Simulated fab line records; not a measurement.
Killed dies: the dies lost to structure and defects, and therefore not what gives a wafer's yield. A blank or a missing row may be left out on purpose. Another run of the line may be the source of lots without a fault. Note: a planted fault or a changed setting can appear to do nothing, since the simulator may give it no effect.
Code-filled problem report in 8D (eight disciplines) form :: flow gf180mcu :: the parts of the form that need people (team, actions taken, sign-off) are left out

1. WHAT IS WRONG
Mean of oes-product-au at GF_M5_ETCH_09: 0.752 a.u. across 2 wafers in 2 lots; on wafers with no fault it is 0.995 a.u. (standard deviation 0.0088). That is -28 standard deviations from the usual mean.
The step: etches Si3N4 in CF4/O2, target depth 52 nm, time 11.6 s.
Earliest sighting: wafer L380.6 on rie-diel-02 at day 31 02:42. The record has a number at this step for 16 wafers belonging to 6 lots. The rule behind "out" and "out of limits": a value lying over 4 standard deviations away from the usual mean. The other wafers with a number count as sound.

2. WHAT IT IS, AND WHAT IT ISN'T
question: which readings at this step
is: oes-product-au, throttle-valve-pct
is not: drypump-motor-current-A

question: which lots
is: L380, L384
is not: L365, L371, L375, L376

question: which wafers of those lots
is: L380.6, L384.4
is not: L380.5, L384.1

question: read on which tools
is: rie-diel-02
is not: rie-diel-01, rie-diel-03

question: when
is: from day 31 02:42
is not: up to then (13 sound wafers); but 1 sound wafer of L384 came after

3. THE SUSPECTS, EACH WITH WHAT RULES IT OUT
Counting: if a tool at a process step up to the reading ran every lot that is out, it stays a suspect. Sound lots after the first of them don't rule it out here, since some wafers of a struck lot are sound.
- plasma-asher-01 at GF_MIM_STRIP_20 (strips in O2/N2): kept. Ran every lot that is out, first one L380 (day 30 08:37); last sound lot up to then L375 (day 29 06:14).
- rie-diel-02 at GF_M5_ETCH_09 (etches Si3N4 in CF4/O2, target depth 52 nm, time 11.6 s): kept. Ran every lot that is out, first one L380 (day 31 02:42); last sound lot up to then L375 (day 30 01:28). Out on those wafers are its own readings of oes-product-au, throttle-valve-pct.
- Within rie-diel-02 at GF_M5_ETCH_09: the wafers that are out ran in chambers 0, 2; their sound lot-mates ran in chambers 1, 3.
What counting leaves: plasma-asher-01 at GF_MIM_STRIP_20 and rie-diel-02 at GF_M5_ETCH_09.

4. THE CAUSE (what the simulator had put in)
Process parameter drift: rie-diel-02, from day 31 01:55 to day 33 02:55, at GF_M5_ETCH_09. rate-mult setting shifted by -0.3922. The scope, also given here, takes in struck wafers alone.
2 suspects survive the count, and this tool is in that group.

5. THE EFFECT CHAIN, in route order
Each row: a reading where the mean over the struck wafers with a number is more than 3 standard deviations away from the usual. Only readings whose record carries a usual standard deviation are examined. hours: median over the lots of the time between each lot's start at the first step of this table that gives one and its start at this step. sigmas: the change, counted in usual standard deviations.
hours: 0
step: GF_M5_ETCH_09
reading: oes-product-au
usual: 0.995 a.u.
on struck wafers: 0.752
change: -0.243
sigmas: -28

hours: 0
step: GF_M5_ETCH_09
reading: throttle-valve-pct
usual: 5.969 %
on struck wafers: 5.903
change: -0.066
sigmas: -7.7
Its process steps:
- GF_M5_ETCH_09: etches Si3N4 in CF4/O2, target depth 52 nm, time 11.6 s.

6. WHAT WOULD HAVE CAUGHT IT SOONER
In this record the first reading out of limits was taken at day 31 02:42, 1 hour after the fault began at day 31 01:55.
